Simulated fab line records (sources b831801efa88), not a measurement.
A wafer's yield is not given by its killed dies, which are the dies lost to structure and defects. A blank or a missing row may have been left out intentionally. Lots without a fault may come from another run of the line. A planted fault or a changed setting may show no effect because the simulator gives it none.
A lot that was struck, set against a sound lot ; flow sky130 ; 18 steps out of a route of 708
Sound: wafers L428.2, L428.3, L428.5. Struck: wafers L443.1, L443.6 (left out: L443.2, a lot-mate that was not struck); the cause follows at the end.
Per side, at each step with rows, come the tool, then ch with its chambers, and then its first start. Under that, the readings that differ: sound wafers ; struck wafers ; difference of the means ; sigmas: that difference in standard deviations of wafers without a fault.
alike: same words and numbers on both sides, and readings whose means sit less than 2 such deviations apart. not compared: any withheld reading, any reading some wafer has no value for, any bound like >300 that may hide the same value, and any number with overlapping values for which the record gives no deviation.
Wherever a step has rows on one side only, a row that says differs or no value, or a row with sigmas, the two part there. Non-overlapping numbers with no deviation appear without sigmas and do not part them. A reading that every wafer of one side lacks parts them only if that side has two wafers or more.

first, 5 steps without rows for these wafers: SKY_VIA4_COAT_06 (resist thk 1140 nm); SKY_VIA4_SOFTBAKE_07 (time 60 s); SKY_VIA4_EXPOSE_08 (exposes mask VIM4, target cd 800 nm); SKY_VIA4_PEB_09; SKY_VIA4_DEVELOP_10 (develop time 60 s).
SKY_VIA4_OVL_MEAS_11:
  sound on overlay-02, day 44 19:34; struck on overlay-02, day 48 09:02
  alike: VIA4_OVL
SKY_VIA4_ETCH_12: etches SiO2 in C4F8/O2/Ar, stops on TiN, target depth 580 nm.
  sound on rie-diel-01 ch 1,2, day 44 19:35; struck on rie-diel-04 ch 2,3, day 48 09:04
  alike: oes-product-au
SKY_VIA4_STRIP_13: strips in O2/N2.
  sound on plasma-asher-01 ch 0,1, day 44 19:40; struck on plasma-asher-01 ch 1, day 48 09:08
  alike: drypump-motor-current-A, oes-product-au, strip-time-to-endpoint-s
  not compared: rf-hours-counter-h
then, 3 steps without rows for these wafers: SKY_VIA4_STRIP_14 (strips in post etch residue remover, time 1200 s); SKY_VIA4_CLEAN_15 (cleans in IPA, time 180 s); SKY_VIA4_CLEAN_16 (cleans in O3/DIW).
SKY_VIA4_SPUTTER_17: material TiN, target thk 20 nm, time 80 s.
  sound on pvd-sputter-04, day 44 20:16; struck on pvd-sputter-01, day 48 09:46
  alike: chamber-pressure-pa, throttle-valve-pct
SKY_VIA4_CVD_18: deposits W, target thk 505 nm, time 152.14 s.
  sound on cvd-w-02 ch 0,1, day 44 20:19; struck on cvd-w-01 ch 0, day 48 09:49
reading;sound;struck;difference;sigmas
susceptor-temp-C (C);399.97 400.01 400.01;383.69 383.86;-16.22;-81
model.W_of_VIA4_CVD_18.thk-nm (nm);502.7 501.7 499.8;372.8 371.9;-129.0;
  alike: chamber-pressure-Torr, heater-power-w
SKY_VIA4_RS_MEAS_19: measurement is done with a four-point probe.
  sound on film-metro-03, day 44 20:29; struck on film-metro-01, day 48 09:58
reading;sound;struck;difference;sigmas
VIA4_W_RS (ohm/sq);0.2279 0.2287 0.2295;0.3078 0.3078;+0.0791;+36
SKY_VIA4_THK_MEAS_20: measures by xrf.
  sound on film-metro-03, day 44 20:36; struck on film-metro-01, day 48 10:05
reading;sound;struck;difference;sigmas
VIA4_W_THK (nm);498 498 495;371 368;-128;-21
SKY_VIA4_CMP_21: polishes, stops on SiO2, t overpolish 25 s, target thk 0 nm.
  sound on cmp-02 ch 0,3, day 44 20:39; struck on cmp-02 ch 1,3, day 48 10:15
reading;sound;struck;difference;sigmas
time-to-endpoint-s (s);121 119 119;90 87;-31;-9
  alike: motor-current-A
SKY_METAL5_SPUTTER_00: material Ti, target thk 15 nm, time 10 s.
  sound on pvd-sputter-02, day 44 20:57; struck on pvd-sputter-04, day 48 10:27
  alike: chamber-pressure-pa, throttle-valve-pct
-- the record jumps here: 2 days lie between the struck wafers' starts before and after (it left off in module METAL5 and takes up again in module PAD_OPEN, whose first step shown is number 708 of the route) --
SKY_PAD_OPEN_PROBE_99:
  rows exist in the record for the struck wafers here (prober-02, day 50 17:28), but not for the sound ones

WHERE THEY PART
First at SKY_VIA4_CVD_18; last, within this record, at SKY_PAD_OPEN_PROBE_99.

WHY: whatever the simulator had introduced
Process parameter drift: cvd-w-01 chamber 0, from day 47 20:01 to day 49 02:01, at SKY_VIA4_CVD_18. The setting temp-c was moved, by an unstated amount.
